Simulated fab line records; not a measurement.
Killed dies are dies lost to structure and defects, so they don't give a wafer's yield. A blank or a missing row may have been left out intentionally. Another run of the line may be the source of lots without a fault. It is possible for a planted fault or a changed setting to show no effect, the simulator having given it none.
What tool caused it?	flow gf180mcu	Sampling: 12 lots, 36 wafers, 5 of 602 route steps

== WHAT THE GAUGES SHOWED, per wafer ==
GF_STI_THK_MEAS_02.
lot	measured	on	STI_OXIDATION_THK (nm)
L464	day 1 16:44	film_metro-04	9.97 9.83 9.84
L465	day 1 21:32	film_metro-04	10.01 9.95 9.82
L466	day 2 02:31	film_metro-02	9.98 9.85 9.92
L467	day 2 07:31	film_metro-02	9.84 9.85 9.94
L469	day 2 19:18	film_metro-04	10.34 10.33 10.34
L470	day 2 22:31	film_metro-03	9.45 9.46 9.60
L471	day 3 03:31	film_metro-02	9.72 9.89 9.68
L472	day 3 08:32	film_metro-02	9.91 9.79 9.80
L474	day 3 19:22	film_metro-03	9.73 9.75 9.83
L475	day 3 23:32	film_metro-03	9.59 9.68 9.69
L476	day 4 04:39	film_metro-02	10.30 10.24 10.16
L480	day 5 00:32	film_metro-04	10.16 10.09 10.27

GF_STI_THK_MEAS_24.
lot	measured	on	STI_CVD_23_THK (nm)
L464	day 2 07:59	film_metro-02	653 659 657
L465	day 2 14:10	film_metro-03	656 654 652
L466	day 2 20:21	film_metro-03	653 647 651
L467	day 2 23:47	film_metro-03	653 658 657
L469	day 3 11:31	film_metro-04	650 657 647
L470	day 3 15:10	film_metro-04	657 659 657
L471	day 3 20:37	film_metro-02	659 660 642
L472	day 4 00:52	film_metro-03	647 651 649
L474	day 4 12:44	film_metro-03	648 648 643
L475	day 4 16:28	film_metro-02	649 647 647
L476	day 4 23:07	film_metro-02	658 656 647
L480	day 6 00:52	film_metro-02	1082 1100 646

GF_STI_THK_MEAS_30.
lot	measured	on	STI_OXIDATION_02_THK (nm)
L464	day 2 10:20	film_metro-03	10.30 10.26 10.37
L465	day 2 19:05	film_metro-04	9.82 9.90 9.84
L466	day 2 22:45	film_metro-02	10.09 10.21 10.03
L467	day 3 02:29	film_metro-02	9.96 10.01 10.22
L469	day 3 14:59	film_metro-03	9.55 9.41 9.54
L470	day 3 18:02	film_metro-03	9.91 9.95 9.94
L471	day 3 22:58	film_metro-02	10.18 10.13 10.12
L472	day 4 03:16	film_metro-03	10.21 10.01 10.19
L474	day 4 15:08	film_metro-02	10.20 10.16 10.12
L475	day 4 20:34	film_metro-04	10.29 10.32 10.12
L476	day 5 02:56	film_metro-04	9.94 9.77 9.92
L480	day 6 09:01	film_metro-03	9.79 9.85 9.88

== EACH LOT AND THE TOOL THAT RAN IT (in order: tool; ch and the chambers of the sampled wafers; start) ==
lot	GF_STI_CVD_23	GF_STI_CMP_25
L464	hdpcvd-01 ch 0,2, day 2 07:53	cmp-01 ch 0,1,3, day 2 08:02
L465	hdpcvd-01 ch 0,1,2, day 2 14:06	cmp-01 ch 0,3, day 2 14:26
L466	hdpcvd-02 ch 0,1, day 2 20:14	cmp-01 ch 1,2, day 2 20:25
L467	hdpcvd-02 ch 0,2, day 2 23:42	cmp-02 ch 0,1,2, day 2 23:53
L469	hdpcvd-01 ch 1,2, day 3 11:25	cmp-02 ch 0,2,3, day 3 11:39
L470	hdpcvd-01 ch 1,2, day 3 15:03	cmp-01 ch 0,1,2, day 3 15:13
L471	hdpcvd-02 ch 0,1,2, day 3 20:32	cmp-01 ch 0,1,3, day 3 20:40
L472	hdpcvd-02 ch 0,1,2, day 4 00:46	cmp-02 ch 1,2,3, day 4 00:55
L474	hdpcvd-01 ch 1,2, day 4 12:38	cmp-02 ch 0,2,3, day 4 12:53
L475	hdpcvd-01 ch 0,1, day 4 16:22	cmp-01 ch 0,1,2, day 4 16:32
L476	hdpcvd-01 ch 0,1, day 4 23:01	cmp-02 ch 1,2, day 4 23:10
L480	hdpcvd-01 ch 0,1,2, day 6 00:47	cmp-01 ch 0,2,3, day 6 01:02
- GF_STI_CVD_23: deposits SiO2, target thk 650 nm, time 108.3 s.
- GF_STI_CMP_25: polishes, stops on Si3N4, t overpolish 33 s, target thk 524.6 nm.

== WHAT THE TOOLS THEMSELVES READ (means of the sampled wafers that have a number; where no wafer has one, the mark that the record gives instead) ==
GF_STI_CMP_25.
lot	tool	motor_current_A (A)	retaining_ring_pressure_frac	slurry_flow_ml_min	time_to_endpoint_s (s)
L464	cmp-01	11.2	1.003	150.3	124
L465	cmp-01	12.5	0.998	150.4	120
L466	cmp-01	11.8	1.004	149.6	117
L467	cmp-02	12.7	1.005	149.7	127
L469	cmp-02	12.0	1.003	149.8	128
L470	cmp-01	11.8	1.004	149.6	129
L471	cmp-01	11.4	0.999	150.1	125
L472	cmp-02	12.5	1.002	150.2	125
L474	cmp-02	11.9	1.003	150.0	121
L475	cmp-01	12.2	0.997	150.1	127
L476	cmp-02	13.2	0.996	150.1	124
L480	cmp-01	12.2	0.998	150.5	177

== THE ANSWER, worked out from the rows above alone ==
Rule: what is usual is taken from the lots themselves. Put in order of their means at a reading, lots are off if they are a third of the lots or fewer, leave a main group of 4 or more, and stand apart from it by a gap of 3 or more times the standard deviation of the main group's means; of several such gaps the widest counts. A main group whose means are all the same, to the digits that the tables above print for the reading, isn't used. Also off: a lot with no number at a reading for which 4 or more lots have one. Any other lot the step has rows for is counted as sound. First the gauges in route order, then the tools' own readings, where a lot's mean is used as printed above. The first step at which some lot is off is used, and at that step the reading that is off furthest; a lot without a number counts as furthest.
Off: L480, seen at GF_STI_THK_MEAS_24 (STI_CVD_23_THK). Main group: mean 652 nm, sd 3.5.
A tool fits if, at a process step before that reading, it ran every lot that is off, and no sound lot after the first of them. Not tried: the gauges at GF_STI_THK_MEAS_24; whatever is off there is also off at GF_STI_CMP_25, on other tools, and gauge error can't account for it. One fits: GF_STI_CVD_23 on hdpcvd-01. Its last sound lot is L476 (day 4 23:01), its first lot that is off L480 (day 6 00:47): a fault that began between those two fits.

== WHAT THE SIMULATOR PUT IN ==
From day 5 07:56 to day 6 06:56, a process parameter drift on hdpcvd-01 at GF_STI_CVD_23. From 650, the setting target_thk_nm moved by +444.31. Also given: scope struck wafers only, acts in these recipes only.
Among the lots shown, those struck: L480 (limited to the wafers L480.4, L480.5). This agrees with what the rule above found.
